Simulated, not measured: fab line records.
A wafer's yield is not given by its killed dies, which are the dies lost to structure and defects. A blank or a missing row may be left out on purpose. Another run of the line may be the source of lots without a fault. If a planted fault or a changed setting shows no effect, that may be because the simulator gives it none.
Which tool is to blame? + flow gf180mcu + route of 602 steps, sampled at 1 step: 12 lots, 36 wafers

== WHAT EACH GAUGE READ, for each wafer ==
GF_HV_LDD_OVL_MEAS_47.
| lot  | measured     | on         | HV_LDD_03_OVL (nm) |
|------|--------------|------------|--------------------|
| L075 | day 12 13:14 | overlay-02 | -0.7 0.8 -0.9      |
| L077 | day 13 06:20 | overlay-01 | 0.3 -0.4 -1.0      |
| L079 | day 14 02:56 | overlay-01 | -0.7 0.1 1.3       |
| L081 | day 14 16:50 | overlay-02 | -0.2 -0.5 -0.7     |
| L083 | day 15 10:11 | overlay-02 | -0.5 0.5 2.5       |
| L084 | day 16 03:43 | overlay-02 | -0.2 -0.1 -0.2     |
| L087 | day 16 16:13 | overlay-02 | -0.1 0.5 0.1       |
| L089 | day 17 14:11 | overlay-01 | 0.0 0.3 -1.2       |
| L091 | day 18 10:47 | overlay-01 | -0.5 -2.2 -0.8     |
| L093 | day 18 19:50 | overlay-02 | -0.5 -2.8 -1.3     |
| L095 | day 19 13:41 | overlay-01 | -0.9 -1.2 -2.4     |
| L097 | day 20 08:47 | overlay-02 | 1.3 1.8 -0.6       |

== EACH LOT AND THE TOOL THAT RAN IT (in order: tool; ch and the chambers of the sampled wafers; start) ==
Before these readings, the record contains no process step.

== THE ANSWER, worked out from the rows above alone ==
Rule: the lots themselves supply what counts as usual. Put in order of their means at a reading, lots are off if they are a third of the lots or fewer, leave a main group of 4 or more, and stand apart from it by a gap of 3 or more times the standard deviation of the main group's means; of several such gaps the widest counts. Not used: any main group whose means are identical at the precision the tables above print for the reading. Also off: a lot with no number at a reading for which 4 or more lots have one. Any other lot the step has rows for is counted as sound.
No lot is off on any of the readings shown, so nothing can be concluded from this.

== WHAT THE SIMULATOR HAD PUT IN ==
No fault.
